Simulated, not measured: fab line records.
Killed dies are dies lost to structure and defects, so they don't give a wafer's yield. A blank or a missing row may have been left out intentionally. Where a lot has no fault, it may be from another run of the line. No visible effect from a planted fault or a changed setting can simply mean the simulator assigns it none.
Which tool is to blame?    flow gf180mcu    13 lots (39 wafers sampled), 1 step of a 602-step route

## WHAT THE GAUGES READ, wafer by wafer
GF_V2_CD_MEAS_14: target cd 260 nm.
lot   measured      on         cd-nm (nm)
L920  day 20 07:47  cd-sem-02  259.5 258.9 258.9
L923  day 21 20:04  cd-sem-02  260.1 259.3 260.2
L924  day 22 03:49  cd-sem-02  258.2 258.5 258.8
L925  day 22 11:45  cd-sem-01  260.7 260.5 261.0
L928  day 23 11:49  cd-sem-02  260.1 261.2 260.3
L935  day 26 00:01  cd-sem-01  262.0 261.8 261.1
L934  day 26 00:20  cd-sem-01  260.4 259.3 260.7
L936  day 26 12:34  cd-sem-01  255.5 258.3 256.9
L938  day 26 22:20  cd-sem-01  259.7 260.9 261.0
L939  day 27 05:19  cd-sem-02  261.4 260.2 261.6
L940  day 27 05:47  cd-sem-02  260.7 259.9 260.1
L941  day 27 18:31  cd-sem-02  260.9 260.3 260.8
L942  day 27 20:58  cd-sem-01  258.5 259.3 259.0

## TOOL THAT RAN EACH LOT (tool first, then ch and the chambers of the sampled wafers, then the start)
The record holds no process step before these readings.

## WHAT THE TOOLS THEMSELVES READ (means of the sampled wafers that have a number; where no wafer has one, the mark that the record gives instead)
The record holds no such reading with a usual standard deviation.

## THE ANSWER, worked out from the rows above alone
Rule: the lots themselves supply what counts as usual. Put in order of their means at a reading, lots are off if they are a third of the lots or fewer, leave a main group of 4 or more, and stand apart from it by a gap of 3 or more times the standard deviation of the main group's means; of several such gaps the widest counts. A main group is skipped when, at the precision printed for the reading in the tables above, its means are all equal. A lot without any number at a reading at which 4 lots or more have one is off too. All remaining lots with rows at the step are treated as sound. First the gauges in route order, then the tools' own readings, where a lot's mean is used as printed above. The first step at which some lot is off is used, and at that step the reading that is off furthest; a lot without a number counts as furthest.
No lot is off on any of the readings shown, so nothing can be concluded from this.

## WHAT THE SIMULATOR HAD INSERTED
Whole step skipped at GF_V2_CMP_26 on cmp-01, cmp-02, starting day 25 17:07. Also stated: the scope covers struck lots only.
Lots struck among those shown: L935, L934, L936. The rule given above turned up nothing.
